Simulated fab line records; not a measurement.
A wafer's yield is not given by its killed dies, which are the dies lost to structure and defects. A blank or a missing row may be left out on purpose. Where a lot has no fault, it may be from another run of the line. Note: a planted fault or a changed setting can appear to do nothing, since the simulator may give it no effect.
Which tool is to blame? ; flow gf180mcu ; Sampling: 11 lots, 33 wafers, 6 of 602 route steps

## WHAT THE GAUGES READ, wafer by wafer
GF_HV_LDD_TW_MEAS_38. Usual: HV_LDD_3_TW typically reads 1461, with standard deviation 8.4.
lot;measured;on;HV_LDD_3_TW;flag
L640;day 12 04:27;filmMetro-01;1480 1481 1486;
L641;day 12 20:15;filmMetro-02;1458 1459 1454;
L644;day 13 13:03;filmMetro-03;1444 1451 1459;
L647;day 14 13:13;filmMetro-03;1457 1451 1456;
L648;day 14 21:05;filmMetro-02;1459 1458 1469;
L649;day 15 08:00;filmMetro-03;1472 1464 1460;
L650;day 15 14:17;filmMetro-03;1471 1463 1460;
L651;day 15 22:40;filmMetro-03;1467 1463 1468;
L655;day 17 04:01;filmMetro-03;1451 1450 1457;
L657;day 17 19:26;filmMetro-01;1451 1451 1451;
L662;day 19 09:36;filmMetro-02;1459 1462 1460;

GF_SALICIDE_RS_MEAS_04: measurement is done with a four-point probe. Usual: SALICIDE_TIN_RS typically reads 16.35 ohm/sq, with standard deviation 0.28.
lot;measured;on;SALICIDE_TIN_RS (ohm/sq);flag
L640;day 15 21:14;filmMetro-02;16.50 16.56 16.52;
L641;day 16 17:37;filmMetro-02;16.55 16.50 16.48;
L644;day 17 11:15;filmMetro-04;16.00 16.04 16.14;
L647;day 18 14:07;filmMetro-04;16.52 16.67 16.71;
L648;day 18 22:11;filmMetro-02;16.33 16.25 16.58;
L649;day 19 10:54;filmMetro-02;16.03 15.94 16.10;
L650;day 19 17:02;filmMetro-04;16.49 16.67 16.59;
L651;day 20 01:22;filmMetro-02;16.10 16.06 16.06;
L655;day 21 09:47;filmMetro-01;17.32 17.33 17.11 17.28 17.29 17.11;OFF
L657;day 22 01:05;filmMetro-02;17.91 17.88 17.70 17.90 17.86 17.72;OFF
L662;day 23 12:55;filmMetro-01;16.22 16.51 16.45;

GF_SALICIDE_THK_MEAS_05: measures by xrf. Usual: SALICIDE_TIN_THK typically reads 19.83 nm, with standard deviation 0.22.
lot;measured;on;SALICIDE_TIN_THK (nm);flag
L640;day 15 21:22;filmMetro-02;19.54 19.66 19.53;
L641;day 16 17:42;filmMetro-02;19.71 19.81 19.92;
L644;day 17 11:22;filmMetro-04;20.12 20.02 20.12;
L647;day 18 14:14;filmMetro-04;19.68 19.48 19.60;
L648;day 18 22:19;filmMetro-02;19.40 19.57 19.70;
L649;day 19 11:01;filmMetro-02;19.34 19.58 19.47;
L650;day 19 17:08;filmMetro-04;19.95 19.89 19.82;
L651;day 20 01:28;filmMetro-02;20.07 20.02 19.97;
L655;day 21 12:19;filmMetro-01;16.30 16.18 16.34 16.34 16.20 16.29;OFF
L657;day 22 13:28;filmMetro-02;15.93 16.22 16.10 16.05 16.33 16.11;OFF
L662;day 23 13:02;filmMetro-01;19.81 19.88 20.08;

## WHICH TOOL RAN EACH LOT (tool, then ch and the chambers of the sampled wafers, then the start)
lot;GF_HV_LDD_STRIP_37;GF_SALICIDE_SPUTTER_02;GF_SALICIDE_SPUTTER_03
L640;plasmaAsher-02 ch 0,1, day 12 04:21;pvdSputter-02, day 15 21:11;pvdSputter-02, day 15 21:13
L641;plasmaAsher-01 ch 0,1, day 12 20:09;pvdSputter-01, day 16 17:30;pvdSputter-01, day 16 17:32
L644;plasmaAsher-03 ch 0,1, day 13 12:57;pvdSputter-03, day 17 11:11;pvdSputter-03, day 17 11:13
L647;plasmaAsher-03 ch 1, day 14 13:06;pvdSputter-03, day 18 14:03;pvdSputter-03, day 18 14:05
L648;plasmaAsher-01 ch 0, day 14 20:59;pvdSputter-02, day 18 22:08;pvdSputter-02, day 18 22:10
L649;plasmaAsher-01 ch 0,1, day 15 07:54;pvdSputter-02, day 19 10:51;pvdSputter-02, day 19 10:52
L650;plasmaAsher-03 ch 0,1, day 15 14:11;pvdSputter-03, day 19 16:56;pvdSputter-03, day 19 16:58
L651;plasmaAsher-03 ch 0,1, day 15 22:33;pvdSputter-01, day 20 01:17;pvdSputter-01, day 20 01:19
L655;plasmaAsher-02 ch 0,1, day 17 03:54;pvdSputter-01, day 21 09:43;pvdSputter-01, day 21 09:44
L657;plasmaAsher-02 ch 0,1, day 17 19:20;pvdSputter-01, day 22 01:01;pvdSputter-01, day 22 01:03
L662;plasmaAsher-02 ch 0,1, day 19 09:29;pvdSputter-02, day 23 12:50;pvdSputter-02, day 23 12:52
- GF_HV_LDD_STRIP_37: strips in O2/N2.
- GF_SALICIDE_SPUTTER_02: material Co, target thk 10 nm, time 20 s.
- GF_SALICIDE_SPUTTER_03: material TiN, target thk 20 nm, time 16.7 s.

## WHAT THE TOOLS THEMSELVES READ (means of the sampled wafers that have a number; where no wafer has one, the mark that the record gives instead)
GF_HV_LDD_STRIP_37. Usual: drypumpMotorCurrentA 5.8 A, standard deviation 0.46; heaterPowerW 344 W, standard deviation 50; oesProductAu 0.716 a.u., standard deviation 0.0045; stripTimeToEndpointS 12.63 s, standard deviation 0.037.
lot;tool;drypumpMotorCurrentA (A);heaterPowerW (W);oesProductAu (a.u.);stripTimeToEndpointS (s);flag
L640;plasmaAsher-02;6.3;363;0.719;12.63;
L641;plasmaAsher-01;5.5;382;0.715;12.58;
L644;plasmaAsher-03;5.8;334;0.721;12.64;
L647;plasmaAsher-03;5.9;292;0.716;12.61;
L648;plasmaAsher-01;4.9;288;0.714;12.53;
L649;plasmaAsher-01;5.2;340;0.719;12.64;
L650;plasmaAsher-03;5.8;327;0.709;12.64;
L651;plasmaAsher-03;5.8;311;0.721;12.58;
L655;plasmaAsher-02;6.2;371;0.717;12.63;
L657;plasmaAsher-02;6.2;365;0.717;12.61;
L662;plasmaAsher-02;6.2;369;0.714;12.65;

GF_SALICIDE_SPUTTER_02. Usual: cathodeDcPowerW 999.99 W, standard deviation 0.18; throttleValvePct 30.5 %, standard deviation 0.9.
lot;tool;cathodeDcPowerW (W);throttleValvePct (%);flag
L640;pvdSputter-02;1000.11;29.7;
L641;pvdSputter-01;1000.01;30.1;
L644;pvdSputter-03;1000.13;31.3;
L647;pvdSputter-03;999.99;32.0;
L648;pvdSputter-02;999.91;30.1;
L649;pvdSputter-02;999.80;29.5;
L650;pvdSputter-03;1000.02;30.7;
L651;pvdSputter-01;999.96;30.7;
L655;pvdSputter-01;1000.05;30.2;
L657;pvdSputter-01;1000.10;30.5;
L662;pvdSputter-02;999.98;29.6;

GF_SALICIDE_SPUTTER_03. Usual: cathodeDcPowerW 6500.0 W, standard deviation 1.2; throttleValvePct 30.5 %, standard deviation 0.89.
lot;tool;cathodeDcPowerW (W);throttleValvePct (%);flag
L640;pvdSputter-02;6500.3;29.7;
L641;pvdSputter-01;6500.9;30.1;
L644;pvdSputter-03;6499.8;31.4;
L647;pvdSputter-03;6500.9;31.9;
L648;pvdSputter-02;6500.0;30.1;
L649;pvdSputter-02;6500.8;29.4;
L650;pvdSputter-03;6499.5;30.6;
L651;pvdSputter-01;6501.4;30.8;
L655;pvdSputter-01;5341.7;30.2;OFF
L657;pvdSputter-01;5341.5;30.4;OFF
L662;pvdSputter-02;6499.3;29.7;

## THE ANSWER, worked out from the rows above alone
Rule: a lot counts as off when the mean over its wafers that have a number is more than 3 standard deviations away from the usual mean. A lot without any number at a reading at which 4 lots or more have one is off too. The other lots that the step has rows for count as sound. After the gauges, taken in route order, come the tools' own readings; for these a lot's mean is taken, as printed above. The first step at which some lot is off is used, and at that step the reading that is off furthest; a lot without a number counts as furthest.
Off: at GF_SALICIDE_RS_MEAS_04 (SALICIDE_TIN_RS), L655, L657.
If a tool, at a process step before that reading, ran all the lots that are off and no sound lot after the first of them, it fits. Not tried: the gauges at GF_SALICIDE_RS_MEAS_04; whatever is off there is also off at GF_SALICIDE_SPUTTER_03, on other tools, and gauge error can't account for it. One candidate fits, namely pvdSputter-01 at GF_SALICIDE_SPUTTER_02 and GF_SALICIDE_SPUTTER_03. At GF_SALICIDE_SPUTTER_02 its last sound lot is L651 (day 20 01:17), its first lot that is off L655 (day 21 09:43): a fault that began between those two fits.

## WHAT WAS PUT IN BY THE SIMULATOR
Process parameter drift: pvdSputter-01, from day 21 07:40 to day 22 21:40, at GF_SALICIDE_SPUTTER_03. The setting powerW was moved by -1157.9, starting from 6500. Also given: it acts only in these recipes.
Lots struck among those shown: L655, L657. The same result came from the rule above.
